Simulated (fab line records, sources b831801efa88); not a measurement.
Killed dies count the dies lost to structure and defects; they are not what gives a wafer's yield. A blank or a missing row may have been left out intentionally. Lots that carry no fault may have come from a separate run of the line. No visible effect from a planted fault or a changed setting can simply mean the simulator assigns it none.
Check of tool commonality + flow gf180mcu + Lots sampled 13, wafers sampled 39

WHY THIS WAS OPENED
GF_HV_LDD_TW_MEAS_38, reading HV_LDD_3_TW: flagged on 3 of 13 lots. No-fault wafers: 1433, standard deviation 5.3.
Rule: a lot gets a flag if all its wafers with a number sit over 4 standard deviations from that mean, or if no wafer of it has a number. As for the other lots, they are considered sound.

| lot  | measured     | on           | HV_LDD_3_TW, wafer by wafer | flag    |
|------|--------------|--------------|-----------------------------|---------|
| L393 | day 11 14:59 | filmMetro-03 | 1441 1442 1438              |         |
| L394 | day 12 06:42 | filmMetro-03 | 1433 1430 1443              |         |
| L395 | day 12 06:59 | filmMetro-01 | 1427 1424 1432              |         |
| L396 | day 12 22:37 | filmMetro-01 | 1432 1426 1430              |         |
| L397 | day 12 22:59 | filmMetro-04 | 1545 1538 1544              | FLAGGED |
| L400 | day 14 03:32 | filmMetro-01 | 1549 1543 1550              | FLAGGED |
| L407 | day 15 23:53 | filmMetro-04 | 1540 1532 1536              | FLAGGED |
| L409 | day 16 13:49 | filmMetro-01 | 1433 1436 1428              |         |
| L410 | day 16 19:08 | filmMetro-03 | 1438 1428 1428              |         |
| L411 | day 17 07:59 | filmMetro-03 | 1433 1435 1432              |         |
| L413 | day 17 22:14 | filmMetro-03 | 1435 1424 1429              |         |
| L414 | day 18 05:05 | filmMetro-03 | 1436 1435 1439              |         |
| L415 | day 18 14:46 | filmMetro-04 | 1441 1434 1439              |         |
On average the flagged lots' numbers are 1542, which is +109 against the usual, or +21 standard deviations.

EACH LOT AND THE TOOL IT RAN ON
The record holds 1 process step before the reading, out of a route of 602 steps. Each cell gives the tool, then ch followed by the chambers the sampled wafers passed through, then the start.
| lot  | flag    | GF_HV_LDD_IMPLANT_33            |
|------|---------|---------------------------------|
| L393 |         | implanter-02 ch 0, day 11 14:18 |
| L394 |         | implanter-02 ch 0, day 12 06:02 |
| L395 |         | implanter-04 ch 0, day 12 06:18 |
| L396 |         | implanter-02 ch 0, day 12 21:55 |
| L397 | FLAGGED | implanter-04 ch 0, day 12 21:39 |
| L400 | FLAGGED | implanter-02 ch 0, day 14 02:23 |
| L407 | FLAGGED | implanter-03 ch 0, day 15 22:53 |
| L409 |         | implanter-02 ch 0, day 16 13:07 |
| L410 |         | implanter-03 ch 0, day 16 18:27 |
| L411 |         | implanter-02 ch 0, day 17 07:19 |
| L413 |         | implanter-02 ch 0, day 17 21:32 |
| L414 |         | implanter-04 ch 0, day 18 04:25 |
| L415 |         | implanter-04 ch 0, day 18 14:04 |
What the steps here do:
- GF_HV_LDD_IMPLANT_33
- GF_HV_LDD_TW_MEAS_38

FLAGGED OVER TOTAL, TOOL BY TOOL (the gauges that took the reading come last)
| step                 | tool         | lots run | flagged | share of the flagged lots | sound lots run after its first flagged lot |
|----------------------|--------------|----------|---------|---------------------------|--------------------------------------------|
| GF_HV_LDD_IMPLANT_33 | implanter-02 | 7        | 1       | some                      | 3 (L409,L411,L413)                         |
| GF_HV_LDD_IMPLANT_33 | implanter-03 | 2        | 1       | some                      | 1 (L410)                                   |
| GF_HV_LDD_IMPLANT_33 | implanter-04 | 4        | 1       | some                      | 2 (L414,L415)                              |
| GF_HV_LDD_TW_MEAS_38 | filmMetro-01 | 4        | 1       | some                      | 1 (L409)                                   |
| GF_HV_LDD_TW_MEAS_38 | filmMetro-03 | 6        | 0       | none                      | -                                          |
| GF_HV_LDD_TW_MEAS_38 | filmMetro-04 | 3        | 2       | some                      | 1 (L415)                                   |

WHAT IS ALLOWED BY THE TABLE
No row of the table ran every flagged lot.

WHAT THE SIMULATOR HAD INSERTED
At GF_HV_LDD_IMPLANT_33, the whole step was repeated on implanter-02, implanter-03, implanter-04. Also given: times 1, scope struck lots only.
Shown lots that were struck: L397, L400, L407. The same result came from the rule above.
